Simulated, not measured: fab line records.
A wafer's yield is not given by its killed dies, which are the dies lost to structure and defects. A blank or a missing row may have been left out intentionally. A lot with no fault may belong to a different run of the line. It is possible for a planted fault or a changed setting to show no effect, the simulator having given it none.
A struck lot beside a sound one ; flow sfq-line ; 28 out of 325 route steps
Sound: wafers L429.2, L429.5, L429.6. Struck: wafer L437.5 (left out: L437.1, a lot-mate that was not struck); the cause follows at the end.
For every step that has rows: the tool of each side, followed by ch and its chambers, followed by its first start. Under that, the readings that differ: sound wafers ; struck wafers ; difference of the means ; sigmas: that difference in standard deviations of wafers without a fault.
alike: readings whose means differ by less than 2 such deviations, and words and numbers that are the same on both sides. not compared: withheld readings, readings that some wafer has no value for, bounds like >300 that may hide the same value, and numbers for which the record gives no deviation and whose values overlap.
Wherever a step has rows on one side only, a row that says differs or no value, or a row with sigmas, the two part there. Numbers that have no deviation but don't overlap get no sigmas and don't part them. A reading that every wafer of one side lacks parts them only if that side has two wafers or more.

first, 6 steps without rows for these wafers: SFQ_TRILAYER_M6_LITHO_COAT_164 (resist thk 62 nm); SFQ_TRILAYER_M6_LITHO_COAT_159 (resist thk 600 nm); SFQ_TRILAYER_M6_LITHO_SOFTBAKE_163; SFQ_TRILAYER_M6_LITHO_EXPOSE_160 (exposes mask M6, target cd 500 nm); SFQ_TRILAYER_M6_LITHO_PEB_162 (peb time 60 s); SFQ_TRILAYER_M6_LITHO_DEVELOP_161 (time 60 s).
SFQ_M6_OVL_MEAS_940:
  sound on overlay-02, day 75 03:18; struck on overlay-02, day 78 04:51
  alike: M6_OVL
SFQ_TRILAYER_M6_BARC_OPEN_METAL_ETCH_206: etches BARC in O2, target depth 125 nm, time 41.7 s.
  sound on rie-metal-02 ch 0,1, day 75 03:20; struck on rie-metal-04 ch 0, day 78 04:53
  alike: drypump-motor-current-A, oes-product-au
  not compared: rf-hours-counter-h
SFQ_TRILAYER_M6_ETCH_METAL_ETCH_162: etches Nb in Cl2/Ar, stops on SiO2, target depth 240 nm, time 120 s.
  sound on rie-metal-02 ch 0,1, day 75 03:23; struck on rie-metal-04 ch 0, day 78 04:57
reading;sound;struck;difference;sigmas
oes-product-au (a.u.);0.894 0.902 0.891;0.877;-0.019;-2
  alike: drypump-motor-current-A
  not compared: rf-hours-counter-h
SFQ_TRILAYER_M6_STRIP_STRIP_163: strips in O2.
  sound on rie-metal-02 ch 0,1, day 75 03:31; struck on rie-metal-04 ch 0, day 78 05:04
  alike: drypump-motor-current-A, oes-product-au
  not compared: rf-hours-counter-h
then, 2 steps without rows for these wafers: SFQ_TRILAYER_M6_STRIP_SOLV_CLEAN_164 (cleans in NMP, time 600 s); SFQ_TRILAYER_I6_DEP_PECVD_165 (deposits SiO2 from SiH4/N2O, time 111.11 s, target thk 500 nm).
SFQ_TRILAYER_I6_CMP_CMP_166: polishes SiO2.
  sound on cmp-02 ch 0,3, day 75 04:52; struck on cmp-02 ch 3, day 78 08:26
reading;sound;struck;difference;sigmas
time-to-endpoint-s (s);188 203 185;170;-22;-2
model.SiO2_of_TRILAYER_I6_DEP_PECVD_165.thk-nm (nm);196.9 197.8 193.6;248.4;+52.3;
  alike: motor-current-A, retaining-ring-pressure-frac
SFQ_I6_BOW_MEAS_941:
  sound on film-metro-02, day 75 07:23; struck on film-metro-01, day 78 10:15
  not compared: I6_BOW
SFQ_TRILAYER_I6_METRO_MEASURE_167:
  sound on film-metro-02, day 75 07:41; struck on film-metro-02, day 78 14:37
reading;sound;struck;difference;sigmas
thk-nm (nm);197.0 197.8 193.8;248.3;+52.1;+33
then, 6 steps without rows for these wafers: SFQ_TRILAYER_I6_VIA_LITHO_COAT_174 (resist thk 62 nm); SFQ_TRILAYER_I6_VIA_LITHO_COAT_169 (resist thk 650 nm); SFQ_TRILAYER_I6_VIA_LITHO_SOFTBAKE_173; SFQ_TRILAYER_I6_VIA_LITHO_EXPOSE_170 (exposes mask I6, target cd 700 nm); SFQ_TRILAYER_I6_VIA_LITHO_PEB_172 (peb time 60 s); SFQ_TRILAYER_I6_VIA_LITHO_DEVELOP_171 (time 60 s).
-- the record jumps here: 4 days lie between the struck wafers' starts before and after --
SFQ_I6_OVL_MEAS_942:
  sound on overlay-01, day 77 14:13; struck on overlay-02, day 82 15:11
  alike: I6_OVL
then, 1 step without rows for these wafers: SFQ_TRILAYER_I6_VIA_BARC_OPEN_VIA_ETCH_235 (etches BARC in O2, target depth 125 nm, time 41.7 s).
SFQ_TRILAYER_I6_VIA_ETCH_VIA_ETCH_172: etches SiO2 in CHF3, stops on Nb, target depth 260 nm.
  sound on rie-diel-04 ch 1,2,3, day 77 14:17; struck on rie-diel-01 ch 0, day 82 15:16
reading;sound;struck;difference;sigmas
oes-product-au (a.u.);0.846 0.844 0.840;0.965;+0.122;+20
model.etch.depth-nm (nm);196.9 197.8 193.6;248.4;+52.3;
model.I6.feature-depth-nm (nm);196.9 197.8 193.6;248.4;+52.3;
  alike: drypump-motor-current-A
SFQ_TRILAYER_I6_VIA_STRIP_STRIP_173: strips in O2.
  sound on rie-metal-03 ch 0,1, day 77 14:25; struck on rie-metal-04 ch 0, day 82 15:23
  alike: drypump-motor-current-A, oes-product-au
  not compared: rf-hours-counter-h
then, 1 step without rows for these wafers: SFQ_TRILAYER_I6_VIA_STRIP_SOLV_CLEAN_174 (cleans in NMP, time 600 s).
SFQ_TRILAYER_M7_DEP_PRE_CLEAN_176: time 22.5 s.
  sound on pvd-sputter-05, day 77 15:11; struck on pvd-sputter-06, day 82 16:10
reading;sound;struck;difference;sigmas
model.SiO2_of_TRILAYER_I6_DEP_PECVD_165.thk-nm (nm);189.4 190.3 186.1;240.9;+52.3;
SFQ_TRILAYER_M7_DEP_SPUTTER_175: material Nb, target thk 200 nm, time 133.3 s.
  sound on pvd-sputter-05, day 77 15:13; struck on pvd-sputter-06, day 82 16:11
  alike: cathode-dc-power-W, throttle-valve-pct

== WHERE THEY PART ==
Earliest at SFQ_TRILAYER_M6_ETCH_METAL_ETCH_162; latest, in this record, at SFQ_TRILAYER_I6_VIA_ETCH_VIA_ETCH_172. Later steps at which nothing parts them and some readings are alike: SFQ_TRILAYER_I6_VIA_STRIP_STRIP_173, SFQ_TRILAYER_M7_DEP_SPUTTER_175.

WHY: what had been put in by the simulator
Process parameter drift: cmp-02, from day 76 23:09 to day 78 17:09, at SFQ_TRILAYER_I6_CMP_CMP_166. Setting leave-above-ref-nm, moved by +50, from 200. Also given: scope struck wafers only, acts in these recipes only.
